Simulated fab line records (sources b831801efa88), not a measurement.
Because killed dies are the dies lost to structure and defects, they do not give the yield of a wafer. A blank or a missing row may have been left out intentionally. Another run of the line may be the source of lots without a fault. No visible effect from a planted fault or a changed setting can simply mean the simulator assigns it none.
Matching of chambers -- flow gf180mcu -- 4 sister chambers for GF_STI_ETCH_14 on rieSi-01
The step etches Si in HBr/Cl2/O2, target depth 360 nm, time 102.9 s. 27 wafers are shown with their chamber, then 12 later ones without.

EACH WAFER AND ITS CHAMBER
wafer,chamber,drypumpMotorCurrentA (A),oesProductAu (a.u.),throttleValvePct (%)
L644.1,2,5.3,1.012,25.654
L644.2,1,4.8,1.003,25.657
L644.5,2,5.3,1.010,25.657
L648.2,1,4.7,0.989,25.672
L648.3,3,4.9,1.010,25.641
L648.6,2,5.4,1.008,25.622
L649.1,2,5.3,1.027,25.630
L649.4,3,5.0,1.003,25.662
L649.5,2,5.3,1.019,25.654
L651.1,0,5.7,0.995,25.637
L651.3,3,4.9,1.010,25.658
L651.5,3,4.9,1.011,25.653
L652.1,2,5.3,1.025,25.647
L652.3,1,4.7,0.999,25.649
L652.5,3,4.9,1.016,25.640
L653.2,2,5.3,1.019,25.644
L653.3,1,4.7,1.009,25.651
L653.5,2,5.3,1.023,25.649
L655.1,1,4.7,0.999,25.656
L655.4,3,4.9,1.006,25.645
L655.6,3,4.9,1.009,25.656
L656.1,2,5.3,1.007,25.634
L656.2,1,4.8,0.997,25.660
L656.6,1,4.7,1.006,25.662
L657.1,3,4.9,1.013,25.654
L657.3,2,5.3,0.998,25.658
L657.5,1,4.7,1.000,25.660

SIGNATURES, as means of the wafers listed above
reading,chamber 0,chamber 1,chamber 2,chamber 3,scatter within a chamber
drypumpMotorCurrentA,5.700,4.725,5.310,4.913,0.0377
oesProductAu,0.99500,1.00025,1.01480,1.00975,0.00705
throttleValvePct,25.63700,25.65837,25.64490,25.65113,0.00976
Rule: a wafer's distance from a chamber is the root of the sum, over the readings, of the square of ((its reading less the chamber's mean) divided by the reading's scatter). The wafer belongs to the nearest chamber; if the next one is less than 2 further off, it can't be placed. The scatter: take each reading less its chamber's mean, square it, sum over the shown wafers, divide by the number of wafers less the number of chambers, and take the root.

WAFERS WITH NO CHAMBER GIVEN
wafer,drypumpMotorCurrentA (A),oesProductAu (a.u.),throttleValvePct (%)
L659.4,5.7,0.987,25.684
L659.5,4.7,1.007,25.661
L659.6,5.4,0.998,25.649
L663.2,5.7,1.005,25.654
L663.3,4.9,1.017,25.637
L663.4,4.7,1.014,25.648
L664.2,4.8,1.006,25.657
L664.4,5.3,0.992,25.654
L664.5,5.7,1.003,25.665
L665.1,4.7,0.993,25.650
L665.2,5.3,1.005,25.659
L665.4,5.7,0.997,25.648

WHICH CHAMBER EACH WENT THROUGH
wafer,from the rows above,in truth
L659.4,0,0
L659.5,1,1
L659.6,2,2
L663.2,0,0
L663.3,3,3
L663.4,1,1
L664.2,can't be placed: 1 or 3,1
L664.4,2,2
L664.5,0,0
L665.1,1,1
L665.2,2,2
L665.4,0,0
Placed correctly: 11 of 12. Unplaceable from these rows: 1, with the true chamber sitting among the candidates in 1. Placed wrongly: 0.
